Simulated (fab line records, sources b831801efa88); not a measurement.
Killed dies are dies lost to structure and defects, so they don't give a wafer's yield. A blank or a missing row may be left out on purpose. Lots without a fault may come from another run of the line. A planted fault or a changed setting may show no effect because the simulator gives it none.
fab line records | flow gf180mcu
record lots=13 wafers=38 last_day=34
route steps=602 shown VT_IMPLANT@94 CONTACT@288 V1@336
lots that met no fault: from a run of the same line without faults
start_h: hours from the record's first day to the start of the lot's first wafer shown | wait_h: hours since the lot's step before | " the same as in the row above | L1.1+2: a row that stands for several wafers | - no value, or no start given | * or withheld: withheld | < > ~ a bound
route shown NAME@n: a module of which the file shows steps, and the number in the route of the first | usual: mean/standard deviation of fault-free wafers | same: alike in all rows | chamber/n: place in a boat | sites: the reading at each site | _std_site: their standard deviation | _edge_site: outer sites' mean less inner sites' | radius_mm: how far each site lies from the wafer's centre | mask NAME#n: copy n | behind: the tool/chamber that last shaped the wafer | hold: why the lot was held/for how many hours/how that ended | device: the transistor (n, p or np) that didn't switch | end of line: the same wafers' tests at the end of the route | a step without rows: its recipe alone | killed: dies lost to structure and defects at the first sort, not the wafer's yield | map: a wafer's dies, x killed, . not, _ none there
set.NAME: the setting as run; set.NAME@STEP: as run at that earlier step | model.NAME: the simulator's own value behind a step, which no gauge read
steps of the route over a sample of lots; a table a step, a row a wafer
services: from which hour (start_h, from the record's first day; less than 0 if before it) a tool's chamber was out of use, for how many hours, and why
## steps
# step GF_VT_IMPLANT_EXPOSE_04
# recipe mask_id=LVPWELL_LV_AREA target_cd_nm=600 na=0.6 source_shape=conventional sigma_outer=0.6 dose_mj=140
# usual exposure_dose_mJ_cm2=139.98/0.16
# same sigma_outer=0.6
# columns lot.wafer tool chamber start_h wait_h mask exposure_dose_mJ_cm2
L675.2 iline_stepper-01 0 107.51 - LVPWELL_LV_AREA#0 140.12
L675.4 " 0 " " LVPWELL_LV_AREA#0 140.16
L675.5 " 0 " " LVPWELL_LV_AREA#0 140.23
L676.1 iline_stepper-01 0 115.61 - LVPWELL_LV_AREA#0 140.11
L676.2 " 0 " " LVPWELL_LV_AREA#0 139.78
L676.6 " 0 " " LVPWELL_LV_AREA#0 139.94
L677.1 iline_stepper-02 0 122.58 - LVPWELL_LV_AREA#0 140.11
L677.4 " 0 " " LVPWELL_LV_AREA#0 139.78
L677.6 " 0 " " LVPWELL_LV_AREA#0 140.08
L678.2 iline_stepper-02 0 125.98 - LVPWELL_LV_AREA#0 140.13
L678.3 " 0 " " LVPWELL_LV_AREA#0 139.87
L678.6 " 0 " " LVPWELL_LV_AREA#0 139.77
L680.4 iline_stepper-02 0 130.56 - LVPWELL_LV_AREA#0 140.12
L680.5 " 0 " " LVPWELL_LV_AREA#0 139.82
L680.6 " 0 " " LVPWELL_LV_AREA#0 140.08
L681.2 iline_stepper-02 0 141.78 - LVPWELL_LV_AREA#0 139.60
L681.5 " 0 " " LVPWELL_LV_AREA#0 139.96
L681.6 " 0 " " LVPWELL_LV_AREA#0 139.84
L682.1 iline_stepper-01 0 150.83 - LVPWELL_LV_AREA#0 140.03
L682.4 " 0 " " LVPWELL_LV_AREA#0 139.90
L683.1 iline_stepper-01 0 154.96 - LVPWELL_LV_AREA#0 139.67
L683.2 " 0 " " LVPWELL_LV_AREA#0 139.68
L683.3 " 0 " " LVPWELL_LV_AREA#0 139.64
L688.2 iline_stepper-01 0 183.81 - LVPWELL_LV_AREA#0 139.75
L688.4 " 0 " " LVPWELL_LV_AREA#0 139.76
L688.5 " 0 " " LVPWELL_LV_AREA#0 139.98
L689.2 iline_stepper-02 0 188.59 - LVPWELL_LV_AREA#0 140.12
L689.4 " 0 " " LVPWELL_LV_AREA#0 139.95
L689.5 " 0 " " LVPWELL_LV_AREA#0 140.03
L693.1 iline_stepper-02 0 215.09 - LVPWELL_LV_AREA#0 140.05
L693.4 " 0 " " LVPWELL_LV_AREA#0 140.28
L693.5 " 0 " " LVPWELL_LV_AREA#0 140.19
L694.1 iline_stepper-02 0 219.54 - LVPWELL_LV_AREA#0 139.97
L694.3 " 0 " " LVPWELL_LV_AREA#0 139.99
L694.6 " 0 " " LVPWELL_LV_AREA#0 140.03
L697.2 iline_stepper-01 0 238.40 - LVPWELL_LV_AREA#0 139.82
L697.3 " 0 " " LVPWELL_LV_AREA#0 139.90
L697.4 " 0 " " LVPWELL_LV_AREA#0 139.91
# step GF_VT_IMPLANT_OVL_MEAS_07
# usual VT_IMPLANT_OVL=-0.4/1.3
# columns lot.wafer tool chamber start_h wait_h VT_IMPLANT_OVL[nm]
L675.2 overlay-02 - 114.51 0.1 1.0
L675.4 " - " " 2.0
L675.5 " - " " 1.6
L676.1 overlay-02 - 122.31 0.1 2.0
L676.2 " - " " 1.2
L676.6 " - " " 1.1
L677.1 overlay-01 - 129.91 0.1 0.3
L677.4 " - " " 0.6
L677.6 " - " " -1.2
L678.2 overlay-02 - 132.95 0.1 -2.7
L678.3 " - " " -0.7
L678.6 " - " " -1.6
L680.4 overlay-02 - 137.66 0.1 -0.5
L680.5 " - " " 0.5
L680.6 " - " " -0.6
L681.2 overlay-01 - 149.45 0.1 -0.7
L681.5 " - " " 0.1
L681.6 " - " " -1.9
L682.1 overlay-01 - 158.46 0.1 -2.3
L682.4 " - " " -1.1
L683.1 overlay-02 - 162.84 0.1 -0.4
L683.2 " - " " 1.1
L683.3 " - " " 0.1
L688.2 overlay-01 - 191.56 0.1 -1.0
L688.4 " - " " -3.1
L688.5 " - " " -2.1
L689.2 overlay-02 - 197.56 0.1 -0.3
L689.4 " - " " -1.5
L689.5 " - " " -0.9
L693.1 overlay-01 - 223.30 0.1 -114.5
L693.4 " - " " -115.1
L693.5 " - " " -116.1
L694.1 overlay-01 - 227.70 0.1 -115.1
L694.3 " - " " -113.8
L694.6 " - " " -115.2
L697.2 overlay-02 - 246.96 0.1 1.4
L697.3 " - " " 0.1
L697.4 " - " " 0.4
# step GF_CONTACT_THK_MEAS_01
# recipe reads=SiO2_of_CONTACT_CVD_00
# usual CONTACT_CVD_00_THK=303/3.6
# columns lot.wafer tool chamber start_h wait_h CONTACT_CVD_00_THK[nm]
L675.2 film_metro-04 - 343.72 0.0 303
L675.4 " - " " 307
L675.5 " - " " 298
L676.1 film_metro-03 - 354.17 0.0 299
L676.2 " - " " 305
L676.6 " - " " 300
L677.1 film_metro-01 - 367.46 0.0 304
L677.4 " - " " 305
L677.6 " - " " 305
L678.2 film_metro-03 - 369.92 0.0 302
L678.3 " - " " 306
L678.6 " - " " 305
L680.4 film_metro-03 - 381.12 0.0 298
L680.5 " - " " 301
L680.6 " - " " 304
L681.2 film_metro-03 - 393.84 0.0 303
L681.5 " - " " 302
L681.6 " - " " 305
L682.1 film_metro-03 - 408.89 0.0 305
L682.4 " - " " 312
L683.1 film_metro-01 - 411.63 0.0 306
L683.2 " - " " 302
L683.3 " - " " 299
L688.2 film_metro-03 - 453.19 0.0 302
L688.4 " - " " 296
L688.5 " - " " 298
L689.2 film_metro-01 - 461.86 0.0 303
L689.4 " - " " 305
L689.5 " - " " 306
L693.1 film_metro-01 - 500.52 0.0 299
L693.4 " - " " 300
L693.5 " - " " 306
L694.1 film_metro-03 - 502.17 0.0 301
L694.3 " - " " 298
L694.6 " - " " 299
L697.2 film_metro-03 - 529.03 0.0 303
L697.3 " - " " 303
L697.4 " - " " 304
# step GF_CONTACT_ETCH_17
# recipe chemistry=C4F8/O2/Ar mask_material=KrF target=SiO2 stop_on=CoSi2 source_w=1500 bias_w=1200 pressure_mtorr=40 c4f8_flow_sccm=withheld O2_flow_sccm=6 Ar_flow_sccm=300 time_s=withheld target_depth_a=8600
# usual oes_product_au=0.816/0.0046
# columns lot.wafer tool chamber start_h wait_h oes_product_au
L675.2 rie_diel-03 3 - - 0.832
L675.4 " 2 " " 0.817
L675.5 " 0 " " 0.814
L676.1 rie_diel-01 0 - - 0.818
L676.2 " 3 " " 0.824
L676.6 " 0 " " 0.814
L677.1 rie_diel-02 2 - - 0.815
L677.4 " 3 " " 0.820
L677.6 " 1 " " 0.814
L678.2 rie_diel-03 2 - - 0.811
L678.3 " 0 " " 0.815
L678.6 " 3 " " 0.815
L680.4 rie_diel-01 1 - - 0.814
L680.5 " 3 " " 0.810
L680.6 " 2 " " 0.818
L681.2 rie_diel-03 1 - - 0.818
L681.5 " 3 " " 0.817
L681.6 " 2 " " 0.817
L682.1 rie_diel-02 3 - - 0.817
L682.4 " 1 " " 0.821
L683.1 rie_diel-02 2 - - 0.813
L683.2 " 1 " " 0.820
L683.3 " 3 " " 0.815
L688.2 rie_diel-01 3 - - 0.816
L688.4 " 2 " " 0.821
L688.5 " 2 " " 0.811
L689.2 rie_diel-03 1 - - 0.816
L689.4 " 0 " " 0.816
L689.5 " 2 " " 0.819
L693.1 rie_diel-01 3 - - 0.816
L693.4 " 2 " " 0.820
L693.5 " 2 " " 0.818
L694.1 rie_diel-02 0 - - 0.813
L694.3 " 1 " " 0.819
L694.6 " 1 " " 0.812
L697.2 rie_diel-02 3 - - 0.817
L697.3 " 0 " " 0.820
L697.4 " 1 " " 0.807
# step GF_V1_THK_MEAS_01
# recipe reads=SiO2_of_V1_CVD_00
# usual V1_CVD_00_THK=598/7.9
# columns lot.wafer tool chamber start_h wait_h V1_CVD_00_THK[nm]
L675.2 film_metro-01 - 392.18 0.0 595
L675.4 " - " " 608
L675.5 " - " " 597
L676.1 film_metro-03 - 402.23 0.0 591
L676.2 " - " " 606
L676.6 " - " " 606
L677.1 film_metro-02 - 416.07 0.0 597
L677.4 " - " " 597
L677.6 " - " " 594
L678.2 film_metro-03 - 419.90 0.0 612
L678.3 " - " " 607
L678.6 " - " " 599
L680.4 film_metro-03 - 430.78 0.0 595
L680.5 " - " " 600
L680.6 " - " " 599
L681.2 film_metro-03 - 445.04 0.0 584
L681.5 " - " " 593
L681.6 " - " " 606
L682.1 film_metro-02 - 460.43 0.0 580
L682.4 " - " " 594
L683.1 film_metro-01 - 463.64 0.0 589
L683.2 " - " " 598
L683.3 " - " " 590
L688.2 film_metro-03 - 504.25 0.0 598
L688.4 " - " " 607
L688.5 " - " " 599
L689.2 film_metro-02 - 512.10 0.0 612
L689.4 " - " " 600
L689.5 " - " " 603
L693.1 film_metro-03 - 549.63 0.0 608
L693.4 " - " " 606
L693.5 " - " " 603
L694.1 film_metro-01 - 550.55 0.0 606
L694.3 " - " " 606
L694.6 " - " " 603
L697.2 film_metro-02 - 577.78 0.0 607
L697.3 " - " " 590
L697.4 " - " " 604
## services
# columns tool chamber start_h hours kind
iline_stepper-01 - 122.43 13.9 repair
iline_stepper-01 - 131.92 3.8 repair
iline_stepper-01 - 137.50 10.2 repair
rie_diel-02 3 142.21 4.9 repair
rie_diel-01 0 153.69 6.3 repair
rie_diel-02 2 163.04 13.7 repair
rie_diel-01 - 173.44 0.5 repair
iline_stepper-01 - 174.75 1.7 pm
rie_diel-02 0 184.11 31.4 repair
rie_diel-01 - 204.15 0.1 repair
rie_diel-03 2 207.72 20.4 repair
iline_stepper-02 - 211.35 1.7 pm
rie_diel-03 3 223.25 8.9 repair
rie_diel-03 0 245.98 7.7 repair
rie_diel-03 0 280.66 11.3 repair
rie_diel-02 1 315.22 21.7 repair
rie_diel-02 2 321.57 7.1 repair
iline_stepper-01 - 377.58 1.1 repair
iline_stepper-01 - 392.93 1.7 pm
rie_diel-02 3 397.91 6.5 repair
iline_stepper-02 - 429.53 1.7 pm
iline_stepper-01 - 459.90 3.7 repair
iline_stepper-02 - 504.95 6.0 repair
rie_diel-02 - 515.99 1.3 repair
## key
first_sign step=GF_VT_IMPLANT_OVL_MEAS_07 reading=VT_IMPLANT_OVL direction=down sigmas=87 usual=-0.4 struck=-115.0
effect none on later readings
met_at GF_VT_IMPLANT_EXPOSE_04
struck_lots L693,L694
tester_left_out L693,L694
not_acting_at GF_CONTACT_THK_MEAS_01,GF_CONTACT_ETCH_17,GF_V1_THK_MEAS_01
onset_between 188.59 215.09
fault kind=scanner_matching_overlay tool=iline_stepper-02 chamber=- onset_h=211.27 steps=GF_VT_IMPLANT_EXPOSE_04 offset=-114.18
# tester_left_out: of these lots the tester's yield and bins aren't shown, on N5 and GAA mostly nor the transistor test; their killed dies are dies lost to structure and defects alone, not to doping, threshold or leakage, so they don't give the yield
